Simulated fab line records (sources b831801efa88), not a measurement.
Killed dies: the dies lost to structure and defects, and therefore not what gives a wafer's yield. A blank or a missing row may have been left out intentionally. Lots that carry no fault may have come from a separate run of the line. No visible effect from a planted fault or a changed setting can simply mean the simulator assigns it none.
Problem report, 8D (eight disciplines) form, completed by code / flow gf180mcu / the parts of the form that need people (team, actions taken, sign-off) are left out

== 1. THE ISSUE ==
On 3 wafers of 1 lot, run-length-s at GF_CONTACT_CLEAN_21 has a mean of 33.1 s; fault-free wafers read 49.0 s, standard deviation 2.2. Measured from the usual mean, that is -7.2 standard deviations.
The step: cleans in dHF, time 20 s.
First seen on wafer L796.1, day 24 02:57, on wet-bench-02. The record holds 15 wafers of 5 lots with a number at this step. Rule for "out" (also "out of limits"): further than 4 standard deviations from the usual mean. Any other wafer with a number is counted as sound.

== 2. WHAT THIS IS AND IS NOT ==
question=which readings at this step; is=run-length-s; is not=-
question=which lots; is=L796; is not=L776, L781, L782, L786
question=which wafers of those lots; is=all that have a number; is not=-
question=read on which tools; is=wet-bench-02; is not=wet-bench-01, wet-bench-04
question=when; is=from day 24 02:57; is not=up to then (12 sound wafers)

== 3. SUSPECTS, AND WHAT RULES EACH OUT ==
Counting: a tool at any process step up to the reading remains a suspect when it ran all the lots that are out and ran no sound lot after the first of those.
- rie-diel-01 at GF_CONTACT_ETCH_16 (etches BARC in N2/H2): kept. It ran the lot that is out, L796 (day 24 02:29), and no sound lot after that; its last sound lot up to then is L782 (day 19 14:59).
- rie-diel-01 at GF_CONTACT_ETCH_17 (etches SiO2 in C4F8/O2/Ar, stops on CoSi2, target depth 860 nm): kept. It ran the lot that is out, L796 (day 24 02:57), and no sound lot after that; its last sound lot up to then is L782 (day 19 15:26). With no start given for some of its lots, GF_CONTACT_ETCH_17 uses the hours and lot order of GF_CONTACT_CLEAN_21.
- wet-bench-02 at GF_CONTACT_CLEAN_21 (cleans in dHF, time 20 s): kept. It ran the lot that is out, L796 (day 24 02:57), and no sound lot after that; its last sound lot up to then is L782 (day 19 15:26). Its own readings are out on those wafers: run-length-s.
Left after counting: rie-diel-01 at GF_CONTACT_ETCH_16, rie-diel-01 at GF_CONTACT_ETCH_17, wet-bench-02 at GF_CONTACT_CLEAN_21.

== 4. THE CAUSE (what the simulator had put in) ==
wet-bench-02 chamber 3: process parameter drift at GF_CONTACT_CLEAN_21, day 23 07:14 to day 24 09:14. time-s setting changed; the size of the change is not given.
3 suspects survive the count, and this tool is in that group.

== 5. THE CHAIN OF EFFECTS, in route order ==
Each row: a reading where the mean over the struck wafers with a number is more than 3 standard deviations away from the usual. Only readings whose record carries a usual standard deviation are examined. hours: median over the lots of the time between each lot's start at the first step of this table that gives one and its start at this step. sigmas: the change, counted in usual standard deviations.
hours=0; step=GF_CONTACT_CLEAN_21; reading=run-length-s; usual=49.0 s; on struck wafers=33.1; change=-15.9; sigmas=-7.2
It contains these process steps:
- GF_CONTACT_CLEAN_21: cleans in dHF, time 20 s.
Later measuring or inspecting steps at which every struck wafer that the step has a row for has a number for every such reading, and none has moved that far: GF_CONTACT_RS_MEAS_25, GF_CONTACT_THK_MEAS_26.

== 6. WHAT WOULD HAVE CAUGHT IT SOONER ==
In this record the first reading out of limits was taken at day 24 02:57, 20 hours after the fault began at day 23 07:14.
